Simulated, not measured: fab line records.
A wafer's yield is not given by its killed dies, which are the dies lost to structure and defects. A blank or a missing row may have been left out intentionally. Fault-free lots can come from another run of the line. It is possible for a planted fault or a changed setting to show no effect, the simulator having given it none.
fab line records | flow gf180mcu
record lots=14 wafers=42 lastDay=34
route steps=602 shown MVPSD@84 CONTACT@292
lots that met no fault: taken from a fault-free run of the same line
startH: hours from the record's opening day to when the first of the lot's shown wafers began | waitH: time in hours since the lot's previous step | " same as the row above | L1.1+2: a row that stands for several wafers | - no value, or no start was given | * or withheld: withheld | < > ~ a bound
route shown NAME@n: names a module that has steps shown in the file, with the first one's number in the route | usual: the fault-free wafers' mean and standard deviation | same: alike in all rows | chamber/n: place in a boat | sites: each site's reading | _std_site: their standard deviation | _edge_site: outer sites' mean less inner sites' | radiusMm: for every site, how far away it sits from the centre of the wafer | mask NAME#n: copy n | behind: the most recent tool/chamber to have shaped the wafer | hold: cause of the lot's hold/its duration in hours/its outcome | device: the transistor (n, p or np) that didn't switch | end of line: the route-end tests of the same wafers | step lacking rows: just its recipe | killed: count of dies lost to structure and defects at first sort (not the wafer's yield) | map: shows each die of a wafer: x if killed, . if not, _ if none is there
set.NAME: the setting the step ran with; set.NAME@STEP: the setting that earlier step ran with | model.NAME: the simulator's own value behind a step, which no gauge read
one table for each step of the route and one row for each wafer, over a sample of lots
services: from which hour (startH, from the record's first day; less than 0 if before it) a tool's chamber was out of use, for how many hours, and why
## steps
# step GF_MVPSD_DEVELOP_06
# recipe wallAngleDeg=90 developTimeS=60 devTempC=23
# usual chillPlateTempC=22.98/0.11 developTimeS=60/0
# columns lot.wafer tool chamber startH waitH chillPlateTempC developTimeS
L201.2 lithoTrack-01 0 97 - 23.17 60
L201.3 " 0 " " 23.09 60
L201.4 " 0 " " 22.96 60
L202.3 lithoTrack-01 0 103 - 23.04 60
L202.4 " 0 " " 22.86 60
L202.5 " 0 " " 22.83 60
L203.3 lithoTrack-02 0 108 - 23.00 60
L203.5 " 0 " " 22.98 60
L203.6 " 0 " " 23.07 60
L204.1 lithoTrack-01 0 114 - 23.16 60
L204.2 " 0 " " 23.07 60
L204.3 " 0 " " 23.05 60
L205.2 lithoTrack-02 0 121 - 23.05 60
L205.4 " 0 " " 22.90 60
L205.6 " 0 " " 22.89 60
L207.2 lithoTrack-02 0 132 - 22.90 60
L207.4 " 0 " " 22.86 60
L207.5 " 0 " " 23.04 60
L209.1 lithoTrack-03 0 146 - 22.98 60
L209.3 " 0 " " 23.09 60
L209.5 " 0 " " 23.11 60
L211.1 lithoTrack-03 0 159 - 22.95 60
L211.5 " 0 " " 23.02 60
L211.6 " 0 " " 22.96 60
L212.1 lithoTrack-03 0 162 - 22.76 60
L212.2 " 0 " " 22.85 60
L212.4 " 0 " " 22.93 60
L213.2 lithoTrack-03 0 171 - 22.94 60
L213.5 " 0 " " 23.12 60
L213.6 " 0 " " 22.97 60
L215.2 lithoTrack-01 - 182 - - -
L215.3 " - " " - -
L215.6 " - " " - -
L216.2 lithoTrack-01 - 186 - - -
L216.4 " - " " - -
L216.6 " - " " - -
L223.2 lithoTrack-03 0 226 - 22.94 60
L223.3 " 0 " " 23.11 60
L223.4 " 0 " " 22.97 60
L224.2 lithoTrack-03 0 234 - 22.99 60
L224.3 " 0 " " 23.19 60
L224.4 " 0 " " 23.06 60
# step GF_MVPSD_STRIP_10
# recipe chemistry=O2/N2 powerW=1400 pressureMtorr=1500 platenTempC=250 o2FlowSccm=3000 n2FlowSccm=300 overashFraction=0.5
# usual drypumpMotorCurrentA=5.6/0.46 heaterPowerW=311/25 oesProductAu=0.723/0.0047 stripTimeToEndpointS=36.92/0.094
# columns lot.wafer tool chamber startH waitH drypumpMotorCurrentA heaterPowerW oesProductAu rfHoursCounterH stripTimeToEndpointS
L201.2 plasmaAsher-02 1 97.76 0.1 6.1 314 0.720 42 36.91
L201.3 " 1 " " 6.1 311 0.723 - 36.86
L201.4 " 0 " " 4.9 281 0.733 - 36.89
L202.3 plasmaAsher-02 0 103.94 0.1 4.9 284 0.727 - 36.82
L202.4 " 1 " " 6.1 309 0.724 - 36.84
L202.5 " 1 " " 6.1 307 0.724 - 36.86
L203.3 plasmaAsher-02 0 109.01 0.1 4.9 292 0.726 - 36.88
L203.5 " 1 " " 6.0 319 0.725 - 36.75
L203.6 " 0 " " 4.9 285 0.717 - 36.92
L204.1 plasmaAsher-02 0 114.96 0.1 4.9 288 0.721 44 36.93
L204.2 " 1 " " 6.1 314 0.726 44 36.96
L204.3 " 1 " " 6.1 305 0.722 - 36.90
L205.2 plasmaAsher-03 0 122.08 0.1 5.6 285 0.728 0 36.94
L205.4 " 0 " " 5.6 282 0.730 - 36.88
L205.6 " 0 " " 5.6 289 0.718 - 36.95
L207.2 plasmaAsher-01 0 133.23 0.1 5.3 315 0.725 36 36.97
L207.4 " 0 " " 5.3 318 0.720 - 36.98
L207.5 " 0 " " 5.3 315 0.715 - 36.95
L209.1 plasmaAsher-02 1 146.62 0.1 6.1 301 0.727 48 37.19
L209.3 " 1 " " 6.0 301 0.724 - 37.11
L209.5 " 0 " " 4.9 286 0.718 - 37.05
L211.1 plasmaAsher-01 0 159.67 0.1 5.3 314 0.726 39 36.95
L211.5 " 1 " " 5.7 358 0.714 - 36.88
L211.6 " 0 " " 5.3 312 0.718 - 36.96
L212.1 plasmaAsher-01 0 162.97 0.1 5.3 317 0.721 40 36.86
L212.2 " 1 " " 5.7 361 0.721 40 36.95
L212.4 " 0 " " 5.3 312 0.728 - 36.99
L213.2 plasmaAsher-01 0 171.52 0.1 5.3 307 0.721 40 36.94
L213.5 " 0 " " 5.3 318 0.722 - 36.90
L213.6 " 1 " " 5.7 357 0.728 - 36.98
L215.2 plasmaAsher-02 1 182.86 0.1 6.0 307 0.718 51 37.02
L215.3 " 0 " " 4.9 295 0.714 - 37.05
L215.6 " 1 " " 6.1 295 0.715 - 37.00
L216.2 plasmaAsher-03 0 186.81 0.1 5.6 289 0.724 8 37.12
L216.4 " 0 " " 5.6 284 0.725 - 37.01
L216.6 " 1 " " 6.2 304 0.717 - 36.94
L223.2 plasmaAsher-03 0 226.52 0.1 5.6 288 0.726 12 36.79
L223.3 " 0 " " 5.6 292 0.725 - 36.82
L223.4 " 1 " " 6.2 310 0.723 - 36.81
L224.2 plasmaAsher-01 1 234.82 0.1 5.7 356 0.721 47 36.86
L224.3 " 1 " " 5.7 355 0.722 - 36.89
L224.4 " 0 " " 5.3 307 0.719 - 36.89
# step GF_CONTACT_BOW_MEAS_05
# recipe mode=bow
# usual CONTACT_BOW=65/6.9
# columns lot.wafer tool chamber startH waitH CONTACT_BOW[um]
L201.2 filmMetro-01 - 344.32 0.1 60
L201.3 " - " " 67
L201.4 " - " " 63
L202.3 filmMetro-04 - 353.95 0.3 60
L202.4 " - " " 63
L202.5 " - " " 58
L203.3 filmMetro-04 - 355.18 0.2 57
L203.5 " - " " 65
L203.6 " - " " 67
L204.1 filmMetro-02 - 363.89 0.1 69
L204.2 " - " " 59
L204.3 " - " " 63
L205.2 filmMetro-01 - 375.31 0.3 62
L205.4 " - " " 63
L205.6 " - " " 61
L207.2 filmMetro-04 - 394.93 0.2 65
L207.4 " - " " 60
L207.5 " - " " 68
L209.1 filmMetro-02 - 413.54 0.1 74
L209.3 " - " " 66
L209.5 " - " " 71
L211.1 filmMetro-04 - 428.81 0.2 69
L211.5 " - " " 57
L211.6 " - " " 60
L212.1 filmMetro-02 - 432.89 0.1 67
L212.2 " - " " 67
L212.4 " - " " 65
L213.2 filmMetro-02 - 446.41 0.2 66
L213.5 " - " " 52
L213.6 " - " " 68
L215.2 filmMetro-02 - 470.93 0.2 75
L215.3 " - " " 65
L215.6 " - " " 71
L216.2 filmMetro-04 - 472.46 0.2 70
L216.4 " - " " 68
L216.6 " - " " 64
L223.2 filmMetro-02 - 523.00 0.2 65
L223.3 " - " " 63
L223.4 " - " " 71
L224.2 filmMetro-01 - 533.11 0.2 66
L224.3 " - " " 66
L224.4 " - " " 73
# step GF_CONTACT_ETCH_16
# recipe chemistry=N2/H2 targetDepthA=withheld overetchA=withheld timeS=withheld target=BARC ionEnergyEv=200 sourceW=500 biasW=100 pressureMtorr=30 n2FlowSccm=100 h2FlowSccm=200
# usual drypumpMotorCurrentA=5.7/0.43 oesProductAu=0.855/0.0051 throttleValvePct=13.225/0.0088
# columns lot.wafer tool chamber startH waitH drypumpMotorCurrentA oesProductAu throttleValvePct
L201.2 rieDiel-01 2 366.69 0.0 5.1 0.853 13.215
L201.3 " 1 " " 5.5 0.859 13.237
L201.4 " 0 " " 5.9 0.853 13.226
L202.3 rieDiel-01 3 376.39 0.0 6.0 0.854 13.220
L202.4 " 2 " " 5.1 0.851 13.218
L202.5 " 0 " " 5.8 0.849 13.228
L203.3 rieDiel-01 2 377.44 0.0 5.2 0.854 13.232
L203.5 " 3 " " 6.0 0.850 13.226
L203.6 " 0 " " 5.8 0.849 13.230
L204.1 rieDiel-01 2 386.74 0.0 5.1 0.856 13.238
L204.2 " 3 " " 6.0 0.854 13.235
L204.3 " 0 " " 5.8 0.854 13.224
L205.2 rieDiel-04 3 397.59 0.0 5.8 0.857 13.224
L205.4 " 0 " " 6.1 0.854 13.217
L205.6 " 0 " " 6.1 0.861 13.218
L207.2 rieDiel-01 1 418.34 0.0 5.5 0.847 13.213
L207.4 " 2 " " 5.2 0.849 13.230
L207.5 " 2 " " 5.2 0.843 13.222
L209.1 rieDiel-02 1 437.74 0.0 5.3 0.849 13.217
L209.3 " 3 " " 5.0 0.856 13.224
L209.5 " 3 " " 5.0 0.854 13.223
L211.1 rieDiel-02 3 452.89 0.0 5.0 0.851 13.230
L211.5 " 0 " " 5.9 0.852 13.215
L211.6 " 3 " " 5.0 0.848 13.242
L212.1 rieDiel-04 2 457.12 0.0 6.5 0.853 13.220
L212.2 " 0 " " 6.1 0.855 13.221
L212.4 " 3 " " 5.9 0.859 13.237
L213.2 rieDiel-02 3 470.44 0.0 5.0 0.848 13.246
L213.5 " 2 " " 6.0 0.849 13.217
L213.6 " 1 " " 5.3 0.859 13.210
L215.2 rieDiel-04 0 494.99 0.0 6.2 0.857 13.235
L215.3 " 1 " " 5.3 0.857 13.241
L215.6 " 1 " " 5.3 0.863 13.208
L216.2 rieDiel-01 2 496.54 0.0 5.2 0.850 13.240
L216.4 " 0 " " 5.8 0.849 13.220
L216.6 " 3 " " 6.0 0.849 13.221
L223.2 rieDiel-04 0 545.99 0.0 6.1 0.856 13.230
L223.3 " 1 " " 5.3 0.863 13.241
L223.4 " 2 " " 6.5 0.866 13.221
L224.2 rieDiel-01 1 554.99 0.0 5.5 0.860 13.230
L224.3 " 2 " " 5.2 0.859 13.204
L224.4 " 0 " " 5.8 0.849 13.212
## services
# columns tool chamber startH hours kind
plasmaAsher-02 - 91.57 0.4 repair
rieDiel-01 0 96.60 59.3 repair
rieDiel-04 - 99.74 0.4 repair
rieDiel-01 2 100.65 4.7 repair
plasmaAsher-02 - 167.73 2.9 repair
rieDiel-04 - 170.41 0.3 repair
rieDiel-01 - 216.26 28.1 pm
plasmaAsher-02 - 235.04 39.0 pm
plasmaAsher-01 - 252.58 7.6 repair
rieDiel-01 0 258.71 5.7 repair
rieDiel-01 3 266.51 4.2 repair
rieDiel-01 1 270.73 7.6 repair
rieDiel-01 3 302.11 9.8 repair
plasmaAsher-01 - 367.41 3.9 repair
plasmaAsher-01 - 367.73 2.5 repair
rieDiel-01 1 371.06 21.5 repair
plasmaAsher-02 - 421.25 9.0 pm
rieDiel-01 3 435.13 4.0 repair
rieDiel-01 1 441.21 3.2 repair
plasmaAsher-01 - 458.35 2.8 pm
rieDiel-01 0 471.97 6.6 repair
rieDiel-01 0 540.88 8.7 repair
rieDiel-01 3 541.90 6.3 repair
plasmaAsher-01 - 542.42 16.4 repair
## key
firstSign step=GF_MVPSD_DEVELOP_06 reading=toolRecord direction=missing
effect none on later readings
metAt GF_MVPSD_DEVELOP_06
struckLots L215,L216
sortLeftOut L215.2,L215.3,L215.6,L216.2,L216.4,L216.6
testerLeftOut L215,L216
notActingAt GF_MVPSD_STRIP_10,GF_CONTACT_BOW_MEAS_05,GF_CONTACT_ETCH_16
onsetBetween 114 182
fault kind=skippedStepWhole tool=lithoTrack-01 chamber=- onsetH=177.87 steps=GF_MVPSD_DEVELOP_06 scope=struckLotsOnly
# testerLeftOut: of these lots the tester's yield and bins aren't shown, on N5 and GAA mostly nor the transistor test; their killed dies are dies lost to structure and defects alone, not to doping, threshold or leakage, so they don't give the yield
# sortLeftOut: the simulated sort isn't trusted on such a fault, so these wafers' sort isn't shown, and their yield isn't known
